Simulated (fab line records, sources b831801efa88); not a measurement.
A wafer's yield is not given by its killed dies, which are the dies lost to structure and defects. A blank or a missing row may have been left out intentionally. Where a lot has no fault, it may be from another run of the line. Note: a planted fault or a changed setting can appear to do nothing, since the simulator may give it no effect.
fab line records -- flow sky130
record lots=14, wafers=42, last-day=50
route steps=708 shown SONOS_TUNNEL@160 PAD_OPEN@708
lots with no fault: from the same line, run without faults
start-h: hours from the record's opening day to when the first of the lot's shown wafers began -- wait-h: time in hours since the lot's previous step -- " repeats the value in the row above -- L1.1+2: a single row standing in for several wafers -- - value missing, or start not given -- * or withheld: withheld -- < > ~ a bound
route shown NAME@n: a module of which the file shows steps, and the number in the route of the first -- usual: the fault-free wafers' mean and standard deviation -- same: alike in all rows -- chamber/n: place in a boat -- sites: readings site by site -- _std_site: standard deviation across them -- _edge_site: outer sites' mean less inner sites' -- radius-mm: for every site, how far away it sits from the centre of the wafer -- mask NAME#n: copy n -- behind: the last tool/chamber to shape the wafer -- hold: the reason the lot was held/the length of the hold in hours/how it ended -- device: whichever transistor did not switch (one of n, p or np) -- end of line: the same wafers' tests at the end of the route -- step lacking rows: just its recipe -- killed: the dies lost at the first sort to structure and to defects; this is not the yield of the wafer -- map: per-die view of a wafer (x killed, . not killed, _ where there is no die)
set.NAME: the run value of the setting; set.NAME@STEP: its run value at that earlier step -- model.NAME: the simulator's own value behind a step, which no gauge read
steps of the route over a sample of lots; a table a step, a row a wafer
services: from which hour (start-h, from the record's first day; less than 0 if before it) a tool's chamber was out of use, for how many hours, and why
## steps
# step SKY_SONOS_TUNNEL_DEVELOP_06
# recipe resist=NOVOLAK, developer=TMAH, develop-time-s=60, dev-temp-c=23
lot.wafer,tool,chamber,start-h,wait-h
L178.2+3+6,litho-track-02,0,252.01,0.1
L179.2+4+5,litho-track-03,0,259.33,0.1
L181.2+5+6,litho-track-04,0,280.81,0.1
L183.1+3+4,litho-track-02,0,293.94,0.1
L184.4+5+6,litho-track-03,0,294.78,0.1
L185.1+2+3,litho-track-03,0,306.95,0.1
L186.1+3+6,litho-track-03,0,315.45,0.1
L187.2+4+6,litho-track-03,0,321.38,0.1
L188.1+5+6,litho-track-03,0,330.05,0.1
L190.2+5+6,litho-track-04,0,340.86,0.1
L197.1+5+6,litho-track-03,0,407.50,0.1
L198.1+2+4,litho-track-03,0,414.65,0.1
L200.4+5+6,litho-track-02,0,427.96,0.1
L201.4+5+6,litho-track-02,0,437.01,0.1
# step SKY_SONOS_TUNNEL_CD_MEAS_07
# recipe target-cd-nm=410
# usual cd-nm=410.2/2.3
lot.wafer,tool,chamber,start-h,wait-h,cd-nm
L178.2,cd-sem-01,-,252.16,0.1,409.4
L178.3,cd-sem-01,-,252.16,0.1,409.4
L178.6,cd-sem-01,-,252.16,0.1,408.1
L179.2,cd-sem-01,-,259.47,0.1,408.9
L179.4,cd-sem-01,-,259.47,0.1,407.4
L179.5,cd-sem-01,-,259.47,0.1,410.3
L181.2,cd-sem-02,-,280.95,0.1,413.7
L181.5,cd-sem-02,-,280.95,0.1,415.1
L181.6,cd-sem-02,-,280.95,0.1,414.8
L183.1,cd-sem-02,-,294.09,0.1,409.3
L183.3,cd-sem-02,-,294.09,0.1,409.8
L183.4,cd-sem-02,-,294.09,0.1,411.5
L184.4,cd-sem-02,-,294.91,0.1,411.6
L184.5,cd-sem-02,-,294.91,0.1,410.0
L184.6,cd-sem-02,-,294.91,0.1,409.7
L185.1,cd-sem-02,-,307.15,0.2,410.1
L185.2,cd-sem-02,-,307.15,0.2,411.6
L185.3,cd-sem-02,-,307.15,0.2,412.1
L186.1,cd-sem-02,-,315.60,0.1,410.3
L186.3,cd-sem-02,-,315.60,0.1,408.7
L186.6,cd-sem-02,-,315.60,0.1,408.9
L187.2,cd-sem-01,-,321.52,0.1,409.8
L187.4,cd-sem-01,-,321.52,0.1,410.4
L187.6,cd-sem-01,-,321.52,0.1,411.8
L188.1,cd-sem-01,-,330.20,0.1,413.1
L188.5,cd-sem-01,-,330.20,0.1,414.3
L188.6,cd-sem-01,-,330.20,0.1,411.6
L190.2,cd-sem-01,-,341.00,0.1,409.1
L190.5,cd-sem-01,-,341.00,0.1,408.6
L190.6,cd-sem-01,-,341.00,0.1,408.7
L197.1,cd-sem-02,-,407.65,0.1,-
L197.5,cd-sem-02,-,407.65,0.1,-
L197.6,cd-sem-02,-,407.65,0.1,-
L198.1,cd-sem-02,-,414.80,0.1,-
L198.2,cd-sem-02,-,414.80,0.1,-
L198.4,cd-sem-02,-,414.80,0.1,-
L200.4,cd-sem-01,-,428.10,0.1,408.6
L200.5,cd-sem-01,-,428.10,0.1,408.8
L200.6,cd-sem-01,-,428.10,0.1,407.9
L201.4,cd-sem-01,-,437.15,0.1,408.1
L201.5,cd-sem-01,-,437.15,0.1,411.0
L201.6,cd-sem-01,-,437.15,0.1,408.3
# step SKY_SONOS_TUNNEL_OVL_MEAS_08
# usual SONOS_TUNNEL_OVL=-1.0/1.6
lot.wafer,tool,chamber,start-h,wait-h,SONOS_TUNNEL_OVL[nm]
L178.2,overlay-02,-,252.26,0.1,-2.9
L178.3,overlay-02,-,252.26,0.1,-1.1
L178.6,overlay-02,-,252.26,0.1,-1.8
L179.2,overlay-02,-,259.58,0.1,-1.1
L179.4,overlay-02,-,259.58,0.1,-0.8
L179.5,overlay-02,-,259.58,0.1,0.7
L181.2,overlay-02,-,281.06,0.1,0.6
L181.5,overlay-02,-,281.06,0.1,-0.1
L181.6,overlay-02,-,281.06,0.1,-0.6
L183.1,overlay-01,-,294.21,0.1,-0.7
L183.3,overlay-01,-,294.21,0.1,-1.4
L183.4,overlay-01,-,294.21,0.1,-2.1
L184.4,overlay-01,-,294.99,0.1,-1.1
L184.5,overlay-01,-,294.99,0.1,-0.2
L184.6,overlay-01,-,294.99,0.1,-2.0
L185.1,overlay-02,-,307.27,0.1,-0.1
L185.2,overlay-02,-,307.27,0.1,-1.7
L185.3,overlay-02,-,307.27,0.1,-2.4
L186.1,overlay-01,-,315.72,0.1,1.1
L186.3,overlay-01,-,315.72,0.1,0.8
L186.6,overlay-01,-,315.72,0.1,2.2
L187.2,overlay-02,-,321.63,0.1,-1.0
L187.4,overlay-02,-,321.63,0.1,-4.0
L187.6,overlay-02,-,321.63,0.1,-3.4
L188.1,overlay-02,-,330.34,0.1,-1.6
L188.5,overlay-02,-,330.34,0.1,-1.7
L188.6,overlay-02,-,330.34,0.1,-0.6
L190.2,overlay-01,-,341.11,0.1,3.8
L190.5,overlay-01,-,341.11,0.1,0.0
L190.6,overlay-01,-,341.11,0.1,0.6
L197.1,overlay-02,-,407.77,0.1,-
L197.5,overlay-02,-,407.77,0.1,-
L197.6,overlay-02,-,407.77,0.1,-
L198.1,overlay-02,-,414.92,0.1,-
L198.2,overlay-02,-,414.92,0.1,-
L198.4,overlay-02,-,414.92,0.1,-
L200.4,overlay-01,-,428.17,0.1,-2.1
L200.5,overlay-01,-,428.17,0.1,-3.4
L200.6,overlay-01,-,428.17,0.1,-3.0
L201.4,overlay-01,-,437.22,0.1,-0.5
L201.5,overlay-01,-,437.22,0.1,0.1
L201.6,overlay-01,-,437.22,0.1,-0.6
# step SKY_SONOS_TUNNEL_TW_MEAS_12
# usual SONOS_TUNNEL_TW=195.6/2.7
lot.wafer,tool,chamber,start-h,wait-h,SONOS_TUNNEL_TW
L178.2,film-metro-04,-,252.74,0.0,201.1
L178.3,film-metro-04,-,252.74,0.0,199.7
L178.6,film-metro-04,-,252.74,0.0,200.3
L179.2,film-metro-03,-,260.05,0.0,193.3
L179.4,film-metro-03,-,260.05,0.0,193.1
L179.5,film-metro-03,-,260.05,0.0,192.8
L181.2,film-metro-04,-,281.53,0.0,199.3
L181.5,film-metro-04,-,281.53,0.0,199.4
L181.6,film-metro-04,-,281.53,0.0,199.2
L183.1,film-metro-01,-,294.83,0.0,197.8
L183.3,film-metro-01,-,294.83,0.0,196.9
L183.4,film-metro-01,-,294.83,0.0,196.9
L184.4,film-metro-03,-,295.71,0.0,192.8
L184.5,film-metro-03,-,295.71,0.0,191.8
L184.6,film-metro-03,-,295.71,0.0,192.3
L185.1,film-metro-03,-,307.72,0.0,191.6
L185.2,film-metro-03,-,307.72,0.0,192.2
L185.3,film-metro-03,-,307.72,0.0,191.7
L186.1,film-metro-01,-,316.17,0.0,194.1
L186.3,film-metro-01,-,316.17,0.0,194.1
L186.6,film-metro-01,-,316.17,0.0,194.8
L187.2,film-metro-03,-,322.11,0.0,191.4
L187.4,film-metro-03,-,322.11,0.0,192.3
L187.6,film-metro-03,-,322.11,0.0,190.9
L188.1,film-metro-01,-,331.00,0.0,194.0
L188.5,film-metro-01,-,331.00,0.0,194.2
L188.6,film-metro-01,-,331.00,0.0,194.9
L190.2,film-metro-04,-,341.58,0.0,200.6
L190.5,film-metro-04,-,341.58,0.0,198.9
L190.6,film-metro-04,-,341.58,0.0,199.1
L197.1,film-metro-01,-,408.24,0.0,30.1
L197.5,film-metro-01,-,408.24,0.0,30.2
L197.6,film-metro-01,-,408.24,0.0,29.9
L198.1,film-metro-01,-,415.37,0.0,30.1
L198.2,film-metro-01,-,415.37,0.0,30.0
L198.4,film-metro-01,-,415.37,0.0,30.2
L200.4,film-metro-03,-,428.63,0.0,192.2
L200.5,film-metro-03,-,428.63,0.0,192.1
L200.6,film-metro-03,-,428.63,0.0,192.1
L201.4,film-metro-04,-,437.68,0.0,199.0
L201.5,film-metro-04,-,437.68,0.0,198.9
L201.6,film-metro-04,-,437.68,0.0,200.6
# step SKY_PAD_OPEN_PROBE_99
# usual killed_at_M0_to_M3=42/7, killed_at_M4_up=3.2/1.6, killed-at-contacts=24/5.8, killed-at-front-end=16/4.3, killed-at-other=0.3/0.62, killed-dies=86/9.5, killed-on-rim=17/3.7, killed-open=46/6.4, killed-short=39/6.3
# same gross-dies=492, killed-at-back-side=0
lot.wafer,tool,chamber,start-h,wait-h,killed_at_M0_to_M3,killed_at_M4_up,killed-at-contacts,killed-at-front-end,killed-at-other,killed-dies,killed-on-rim,killed-open,killed-short
L197.1,prober-01,-,1187.17,0.1,36,6,31,419,0,492,96,48,39
L197.5,prober-01,-,1187.37,0.2,42,4,25,421,0,492,96,49,36
L197.6,prober-01,-,1187.42,0.2,39,1,20,432,0,492,96,49,34
L198.1,prober-02,-,1188.81,0.1,42,2,14,433,1,492,96,38,39
L198.2,prober-02,-,1188.86,0.1,40,1,23,428,0,492,96,42,41
L198.4,prober-02,-,1188.96,0.2,48,4,16,424,0,492,96,51,34
# killed by level:class
L197.1 SONOS_TUNNEL:area-develop=405 CONTACT:geometric-particle:open=13 LI_CONTACT:geometric-particle:open=8 VIA1:geometric-particle:open=8 METAL2:geometric-particle:short=5 VIA2:geometric-particle:open=5 FIELD_ISO:geometric-particle:open=4 FIELD_ISO:geometric-particle:short=4
L197.5 SONOS_TUNNEL:area-develop=407 LI_CONTACT:geometric-particle:open=12 VIA1:geometric-particle:open=10 METAL2:geometric-particle:short=7 VIA3:geometric-particle:open=7 CONTACT:geometric-particle:short=5 POLY_GATE:geometric-particle:open=4 CONTACT:geometric-particle:open=4
L197.6 SONOS_TUNNEL:area-develop=409 VIA1:geometric-particle:open=11 FIELD_ISO:geometric-particle:open=9 CONTACT:geometric-particle:open=7 VIA2:geometric-particle:open=6 CONTACT:geometric-particle:short=5 VIA1:geometric-particle:short=5 POLY_GATE:geometric-particle:open=4
L198.1 SONOS_TUNNEL:area-develop=415 VIA3:geometric-particle:open=8 METAL1:geometric-particle:short=7 FIELD_ISO:geometric-particle:open=6 FIELD_ISO:geometric-particle:short=6 LI_CONTACT:geometric-particle:open=5 CONTACT:geometric-particle:open=5 VIA2:geometric-particle:short=5
L198.2 SONOS_TUNNEL:area-develop=409 LI_CONTACT:geometric-particle:open=11 VIA1:geometric-particle:open=9 FIELD_ISO:geometric-particle:short=7 CONTACT:geometric-particle:open=7 VIA3:geometric-particle:open=7 POLY_GATE:geometric-particle:short=5 METAL3:geometric-particle:short=5
L198.4 SONOS_TUNNEL:area-develop=407 VIA1:geometric-particle:open=11 VIA2:geometric-particle:open=9 LI_CONTACT:geometric-particle:open=7 FIELD_ISO:geometric-particle:short=6 FIELD_ISO:geometric-particle:open=6 CONTACT:geometric-particle:open=6 METAL2:geometric-particle:short=6
## services
tool,chamber,start-h,hours,kind
litho-track-04,-,245.15,-,consumable-replace:filter
## key
first-sign step=SKY_SONOS_TUNNEL_CD_MEAS_07, reading=cd-nm, direction=missing
effect step=SKY_SONOS_TUNNEL_OVL_MEAS_08, reading=SONOS_TUNNEL_OVL, direction=missing
effect step=SKY_SONOS_TUNNEL_TW_MEAS_12, reading=SONOS_TUNNEL_TW, direction=down, sigmas=60, usual=195.6, struck=30.1
effect step=SKY_PAD_OPEN_PROBE_99, reading=killed-at-front-end, direction=up, sigmas=95, usual=16, struck=426
more-kills-born-at SKY_SONOS_TUNNEL_DEVELOP_06@litho-track-03=2452
met-at SKY_SONOS_TUNNEL_DEVELOP_06
struck-lots L197,L198
later-rows-left-out L197.1,L197.5,L197.6,L198.1,L198.2,L198.4
tester-left-out L197,L198
onset-between 330.05 407.50
fault kind=process-parameter-drift, tool=litho-track-03, chamber=-, onset-h=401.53, steps=SKY_SONOS_TUNNEL_DEVELOP_06, channel=develop-time-s, offset=*, shape=step, end-h=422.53, acts-in=*, stated=*
# tester-left-out: of these lots the tester's yield and bins aren't shown, on N5 and GAA mostly nor the transistor test; their killed dies are dies lost to structure and defects alone, not to doping, threshold or leakage, so they don't give the yield
# later-rows-left-out: the simulator's readings of these wafers behind a module that went badly wrong aren't trusted and aren't shown, but for the sort
